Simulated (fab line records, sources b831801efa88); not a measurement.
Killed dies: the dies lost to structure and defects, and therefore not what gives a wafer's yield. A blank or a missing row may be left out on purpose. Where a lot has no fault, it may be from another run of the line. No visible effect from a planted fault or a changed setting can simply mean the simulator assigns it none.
Which tool is to blame?    flow gf180mcu    39 wafers from 13 lots sampled at 5 of the route's 602 steps

== WHAT THE GAUGES SHOWED, per wafer ==
GF_M2_THK_MEAS_06: measures by xrf.
lot   measured      on             M2_ALCU_THK (nm)
L844  day 18 14:29  film-metro-02  446 446 452
L845  day 19 02:47  film-metro-03  448 434 439
L847  day 19 16:24  film-metro-02  449 453 459
L848  day 20 02:52  film-metro-04  454 446 446
L849  day 20 14:35  film-metro-03  446 451 437
L851  day 21 05:20  film-metro-04  450 446 443
L850  day 21 06:58  film-metro-03  442 437 446
L852  day 21 14:38  film-metro-03  444 441 441
L853  day 22 03:10  film-metro-02  435 450 455
L854  day 22 15:21  film-metro-02  456 434 447
L855  day 22 21:04  film-metro-02  434 431 437
L859  day 23 19:55  film-metro-02  452 451 450
L866  day 26 04:26  film-metro-04  447 445 440

GF_M2_OVL_MEAS_15.
lot   measured      on          M2_OVL (nm)
L844  day 19 14:14  overlay-02  -3 -1 0
L845  day 20 02:26  overlay-01  3 -1 4
L847  day 20 16:50  overlay-02  5 -3 -7
L848  day 21 02:26  overlay-02  7 -1 1
L849  day 21 13:59  overlay-02  1 4 -4
L851  day 22 05:05  overlay-01  3 6 6
L850  day 22 06:43  overlay-01  -12 -4 -1
L852  day 22 14:16  overlay-02  -1 -2 2
L853  day 23 02:47  overlay-01  -4 -4 -6
L854  day 23 14:47  overlay-01  11 6 10
L855  day 23 19:50  overlay-01  5 8 3
L859  day 24 17:53  overlay-02  0 6 3
L866  day 27 00:59  overlay-01  0 1 4

GF_V2_CD_MEAS_14: target cd 260 nm.
lot   measured      on         cd-nm (nm)
L844  day 20 15:34  cd-sem-01  259.8 260.3 260.1
L845  day 21 03:45  cd-sem-02  260.4 260.0 259.4
L847  day 21 18:04  cd-sem-02  262.7 261.7 261.4
L848  day 22 02:42  cd-sem-01  259.9 258.9 259.1
L849  day 22 15:10  cd-sem-01  259.6 259.6 259.5
L851  day 23 06:19  cd-sem-01  261.1 260.3 261.2
L850  day 23 07:33  cd-sem-02  260.7 261.7 260.6
L852  day 23 15:36  cd-sem-02  260.2 259.6 262.0
L853  day 24 02:40  cd-sem-02  257.3 259.0 257.1
L854  day 24 14:11  cd-sem-01  259.2 259.7 260.3
L855  day 24 19:21  cd-sem-02  262.7 259.2 260.6
L859  day 25 16:55  cd-sem-01  265.1 262.0 265.3
L866  day 27 22:29  cd-sem-02  259.7 259.5 259.4

== TOOL THAT RAN EACH LOT (tool first, then ch and the chambers of the sampled wafers, then the start) ==
lot   GF_M2_METAL_ETCH_16                GF_V2_EXPOSE_11
L844  rie-metal-04 ch 0,1, day 19 14:16  krf-scanner-02 ch 0, day 20 03:58
L845  rie-metal-01 ch 0,1, day 20 02:30  krf-scanner-02 ch 0, day 20 15:43
L847  rie-metal-01 ch 0,1, day 20 16:52  krf-scanner-01 ch 0, day 21 06:30
L848  rie-metal-04 ch 0,1, day 21 02:28  krf-scanner-01 ch 0, day 21 15:07
L849  rie-metal-04 ch 0,1, day 21 14:01  krf-scanner-02 ch 0, day 22 03:35
L851  rie-metal-02 ch 0,1, day 22 05:07  krf-scanner-02 ch 0, day 22 18:29
L850  rie-metal-01 ch 0,1, day 22 06:46  krf-scanner-02 ch 0, day 22 20:25
L852  rie-metal-04 ch 0,1, day 22 14:19  krf-scanner-02 ch 0, day 23 04:09
L853  rie-metal-01 ch 0, day 23 02:49    krf-scanner-02 ch 0, day 23 15:32
L854  rie-metal-01 ch 1, day 23 14:49    krf-scanner-02 ch 0, day 24 03:24
L855  rie-metal-01 ch 0,1, day 23 19:52  krf-scanner-01 ch 0, day 24 08:23
L859  rie-metal-04 ch 0,1, day 24 17:55  krf-scanner-01 ch 0, day 25 06:17
L866  rie-metal-01 ch 0, day 27 01:06    krf-scanner-02 ch 0, day 27 12:50
- GF_M2_METAL_ETCH_16: etches the open film in Cl2/BCl3, stops on SiO2, target depth 750.8 nm, time 125.1 s.
- GF_V2_EXPOSE_11: exposes mask Via2, target cd 260 nm.

== AS READ BY THE TOOLS THEMSELVES (means over the sampled wafers that have a number; for cases with no such wafer, the mark the record gives instead) ==
GF_M2_METAL_ETCH_16.
lot   tool          drypump-motor-current-A (A)  oes-product-au (a.u.)  throttle-valve-pct (%)
L844  rie-metal-04  5.9                          1.000                  28.222
L845  rie-metal-01  6.1                          0.989                  28.227
L847  rie-metal-01  6.1                          0.988                  28.239
L848  rie-metal-04  5.7                          0.988                  28.227
L849  rie-metal-04  5.8                          0.989                  28.224
L851  rie-metal-02  6.0                          0.990                  28.232
L850  rie-metal-01  5.7                          0.990                  28.237
L852  rie-metal-04  5.9                          0.995                  28.217
L853  rie-metal-01  5.4                          0.983                  28.237
L854  rie-metal-01  6.5                          0.992                  28.232
L855  rie-metal-01  5.8                          0.981                  28.231
L859  rie-metal-04  5.9                          0.991                  28.225
L866  rie-metal-01  5.3                          0.982                  28.233

== THE ANSWER, worked out from the rows above alone ==
Rule: the usual values come from the lots themselves. The widest of any qualifying gaps counts: lots, ordered by their means at a reading, are off when they make up no more than a third of the lots, leave a main group of 4 or more, and stand apart from it by 3 or more times the standard deviation of that group's means. A main group whose means are all the same, to the digits that the tables above print for the reading, isn't used. Also off: a lot with no number at a reading for which 4 or more lots have one. Where the step has rows for the other lots, those lots are counted as sound. Order of review: gauges by route order, followed by the tools' own readings, for which a lot's mean as printed above is used. At the first step where some lot is off, the reading lying furthest off is the one used; lots without a number count as furthest.
Nothing can be told from this: no lot is off at any reading shown.

== WHAT WAS PUT IN BY THE SIMULATOR ==
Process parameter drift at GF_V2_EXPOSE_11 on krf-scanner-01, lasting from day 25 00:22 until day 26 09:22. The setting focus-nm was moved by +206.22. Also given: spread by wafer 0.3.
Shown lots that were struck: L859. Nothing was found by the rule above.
